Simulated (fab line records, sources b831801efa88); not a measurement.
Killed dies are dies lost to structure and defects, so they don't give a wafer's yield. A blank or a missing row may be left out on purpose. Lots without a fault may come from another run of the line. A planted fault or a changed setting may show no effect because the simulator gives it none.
One fault seen from 2 desks | flow gf180mcu | each desk has only its own numbers; what lay behind them comes last

THE TOOL OWNER'S DESK: cvd_w-01
The tool's own readings at GF_V4_CVD_23 (deposits W, target thk 350 nm, time 104.9 s): means of the sampled wafers that have a number, for each lot that ran on this tool. A lot is out of limits, marked OUT, if its mean lies more than 4 standard deviations from the usual mean; the brackets give that distance.
Columns: A = chamber_pressure_Torr at GF_V4_CVD_23, usual 40.00 Torr; B = heater_power_w at GF_V4_CVD_23, usual 826 W
lot  | first seen here | A     | B
L105 | day 24 20:14    | 40.02 | 821
L107 | day 25 09:32    | 39.94 | 846
L106 | day 25 11:28    | 39.92 | 833
L122 | day 30 02:29    | 40.12 | 824
L123 | day 30 17:14    | 40.07 | 820
This desk's finding: nothing out of limits on any of the 5 lots.

THE METROLOGY DESK
What the gauges read, lot by lot, whatever tool the lot ran on: means of the sampled wafers that have a number. A lot is out of limits, marked OUT, if its mean lies more than 4 standard deviations from the usual mean; the brackets give that distance.
Columns: A = M4_OVL at GF_M4_OVL_MEAS_15, usual 3 nm; B = V4_W_RS at GF_V4_RS_MEAS_24, usual 0.326 ohm/sq; C = V4_W_THK at GF_V4_THK_MEAS_25, usual 349 nm
lot  | first seen here | A  | B     | C
L105 | day 23 20:41    | 4  | 0.329 | 352
L107 | day 24 09:20    | 1  | 0.328 | 343
L106 | day 24 11:40    | 8  | 0.332 | 343
L109 | day 25 12:08    | 6  | 0.322 | 359
L112 | day 25 22:58    | 6  | 0.323 | 355
L113 | day 26 11:32    | 4  | 0.322 | 357
L122 | day 29 05:19    | 1  | 0.341 | 330
L123 | day 29 20:25    | 3  | 0.341 | 331
L124 | day 29 22:59    | 3  | 0.320 | 355
L126 | day 30 07:44    | 4  | 0.326 | 344
L127 | day 30 13:49    | 12 | 0.322 | 347
This desk's finding: nothing out of limits on any of the 11 lots.

PUT TOGETHER
The tool owner's desk saw nothing out of limits.
The metrology desk saw nothing out of limits.

WHAT THE SIMULATOR HAD PUT IN
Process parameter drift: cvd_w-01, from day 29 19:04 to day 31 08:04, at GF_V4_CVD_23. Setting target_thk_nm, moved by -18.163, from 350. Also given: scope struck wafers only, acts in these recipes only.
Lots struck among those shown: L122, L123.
